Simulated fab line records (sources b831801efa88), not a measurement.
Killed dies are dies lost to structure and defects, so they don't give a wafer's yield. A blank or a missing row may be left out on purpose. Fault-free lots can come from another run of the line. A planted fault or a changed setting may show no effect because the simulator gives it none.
One fault seen from 2 desks + flow gf180mcu + what lay behind the numbers comes last; until then each desk has only its own

## AT THE METROLOGY DESK
What the gauges read for every lot (on any tool): the sampled wafers with a number, averaged. A lot is out of limits, marked OUT, if its mean lies more than 4 standard deviations from the usual mean; the brackets give that distance.
Columns: A = HV_LDD_RS at GF_HV_LDD_RS_MEAS_53, usual 418.8 ohm/sq; B = cdNm at GF_SAB_CD_MEAS_09, usual 419.1 nm; C = SALICIDE_TIN_RS at GF_SALICIDE_RS_MEAS_04, usual 16.46 ohm/sq; D = CONTACT_OVL at GF_CONTACT_OVL_MEAS_15, usual 2 nm
| lot  | first seen here | A     | B     | C     | D  |
|------|-----------------|-------|-------|-------|----|
| L541 | day 12 22:23    | 418.4 | 421.3 | 16.26 | 0  |
| L542 | day 13 04:25    | 419.0 | 418.3 | 16.41 | 5  |
| L546 | day 14 21:04    | 418.0 | 415.5 | 16.74 | -0 |
| L547 | day 15 04:35    | 420.0 | 421.6 | 17.16 | -4 |
| L550 | day 16 04:58    | 419.7 | 418.9 | 16.23 | -2 |
| L553 | day 17 03:52    | 418.1 | 417.9 | 16.80 | 6  |
| L554 | day 17 10:01    | 418.3 | 419.2 | 16.54 | -4 |
| L555 | day 17 16:54    | 418.9 | 418.1 | 16.61 | 3  |
| L556 | day 18 01:53    | 420.3 | 422.6 | 16.72 | 7  |
| L558 | day 18 20:26    | 421.1 | 420.7 | 16.15 | 0  |
| L559 | day 19 05:16    | 418.2 | 420.9 | 15.93 | -3 |
| L560 | day 19 07:00    | 419.0 | 411.6 | 16.66 | -3 |
| L561 | day 19 15:48    | 418.8 | 419.1 | 16.33 | 3  |
| L562 | day 20 03:16    | 418.8 | 416.2 | 16.25 | 5  |
This desk's finding: nothing out of limits on any of the 14 lots.

## FOR THE TOOL OWNER'S DESK: pvdSputter-03
The tool's own readings at GF_SALICIDE_SPUTTER_02 (material Co, target thk 10 nm, time 20 s): means of the sampled wafers that have a number, for each lot that ran on this tool. A lot is out of limits, marked OUT, if its mean lies more than 4 standard deviations from the usual mean; the brackets give that distance.
Columns: A = throttleValvePct at GF_SALICIDE_SPUTTER_02, usual 29.8 %
| lot  | first seen here | A    |
|------|-----------------|------|
| L541 | day 15 18:25    | 29.4 |
| L546 | day 17 20:11    | 30.1 |
| L547 | day 18 03:58    | 30.5 |
| L556 | day 21 08:22    | 29.7 |
| L559 | day 22 10:34    | 29.9 |
This desk's finding: nothing out of limits on any of the 5 lots.

## TAKEN TOGETHER
The metrology desk saw nothing out of limits.
The tool owner's desk saw nothing out of limits.

## WHAT THE SIMULATOR PUT IN
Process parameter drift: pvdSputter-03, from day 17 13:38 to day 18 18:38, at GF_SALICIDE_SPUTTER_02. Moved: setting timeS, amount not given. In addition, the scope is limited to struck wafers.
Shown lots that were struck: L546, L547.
